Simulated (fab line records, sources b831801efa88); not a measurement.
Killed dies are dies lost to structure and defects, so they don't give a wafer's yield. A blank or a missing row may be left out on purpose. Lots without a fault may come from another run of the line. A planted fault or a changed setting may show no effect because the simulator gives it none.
Which tool did it? | flow sky130 | 13 lots, 39 wafers sampled, at 2 steps of a route of 708

WHAT THE GAUGES READ, wafer by wafer
SKY_FIELD_ISO_THK_MEAS_23.
lot  | measured    | on            | FIELD_ISO_OXIDATION_01_THK (nm)
L219 | day 2 17:46 | film_metro-01 | 11.24 11.25 11.31
L218 | day 2 18:48 | film_metro-02 | 10.72 11.02 10.90
L222 | day 3 11:40 | film_metro-02 | 11.04 11.31 11.18
L223 | day 3 19:08 | film_metro-02 | 11.12 11.01 11.15
L227 | day 4 13:01 | film_metro-02 | 11.41 11.53 11.54
L228 | day 4 19:23 | film_metro-04 | 10.99 11.01 10.93
L229 | day 4 20:37 | film_metro-02 | 11.30 11.28 11.27
L230 | day 5 02:00 | film_metro-04 | 11.49 11.40 11.42
L231 | day 5 08:21 | film_metro-04 | 11.12 11.09 11.11
L233 | day 5 20:01 | film_metro-04 | 11.34 11.24 11.28
L234 | day 6 00:06 | film_metro-01 | 10.91 11.17 11.20
L238 | day 6 23:41 | film_metro-02 | 11.12 11.26 11.24
L240 | day 7 08:54 | film_metro-02 | 10.60 10.77 10.82

WHICH TOOL RAN EACH LOT (tool, then ch and the chambers of the sampled wafers, then the start)
lot  | SKY_FIELD_ISO_ETCH_14
L219 | rie_diel-01 ch 1,3, day 2 16:02
L218 | rie_diel-02 ch 0,1, day 2 17:01
L222 | rie_diel-04 ch 0,1,3, day 3 09:56
L223 | rie_diel-01 ch 0,2,3, day 3 17:21
L227 | rie_diel-01 ch 1,3, day 4 09:50
L228 | rie_diel-04 ch 0,2,3, day 4 14:11
L229 | rie_diel-01 ch 0,1,2, day 4 18:53
L230 | rie_diel-04 ch 2,3, day 4 23:44
L231 | rie_diel-04 ch 0,1,3, day 5 05:40
L233 | rie_diel-02 ch 0,1,2, day 5 17:53
L234 | rie_diel-02 ch 1,2,3, day 5 22:07
L238 | rie_diel-02 ch 1,3, day 6 21:08
L240 | rie_diel-01 ch 0,2,3, day 7 06:17
- SKY_FIELD_ISO_ETCH_14: etches BARC in N2/H2, stops on SiO2, time 45.9 s, target depth 60 nm.

WHAT THE TOOLS THEMSELVES READ (means of the sampled wafers that have a number; where no wafer has one, the mark that the record gives instead)
SKY_FIELD_ISO_ETCH_14.
lot  | tool        | drypump_motor_current_A (A) | oes_product_au (a.u.) | throttle_valve_pct (%)
L219 | rie_diel-01 | 6.3                         | 0.857                 | 13.227
L218 | rie_diel-02 | 5.5                         | 0.859                 | 13.224
L222 | rie_diel-04 | 5.4                         | 0.856                 | 13.234
L223 | rie_diel-01 | 5.5                         | 0.851                 | 13.224
L227 | rie_diel-01 | 6.0                         | 0.857                 | 13.221
L228 | rie_diel-04 | 5.5                         | 0.856                 | 13.221
L229 | rie_diel-01 | 5.8                         | 0.858                 | 13.224
L230 | rie_diel-04 | 5.0                         | 0.851                 | 13.223
L231 | rie_diel-04 | 5.4                         | 0.863                 | 13.228
L233 | rie_diel-02 | 5.7                         | 0.854                 | 13.225
L234 | rie_diel-02 | 5.9                         | 0.855                 | 13.218
L238 | rie_diel-02 | 6.0                         | 0.856                 | 13.214
L240 | rie_diel-01 | 5.5                         | 0.854                 | 13.226

THE ANSWER, worked out from the rows above alone
Rule: what is usual is taken from the lots themselves. Put in order of their means at a reading, lots are off if they are a third of the lots or fewer, leave a main group of 4 or more, and stand apart from it by a gap of 3 or more times the standard deviation of the main group's means; of several such gaps the widest counts. A main group whose means are all the same, to the digits that the tables above print for the reading, isn't used. A lot without any number at a reading at which 4 lots or more have one is off too. The other lots that the step has rows for count as sound. The gauges are gone through in route order, then the tools' own readings, and for those a lot's mean is taken as printed above. The first step at which some lot is off is used, and at that step the reading that is off furthest; a lot without a number counts as furthest.
No lot is off at any reading shown: from this, nothing can be told.

WHAT THE SIMULATOR HAD PUT IN
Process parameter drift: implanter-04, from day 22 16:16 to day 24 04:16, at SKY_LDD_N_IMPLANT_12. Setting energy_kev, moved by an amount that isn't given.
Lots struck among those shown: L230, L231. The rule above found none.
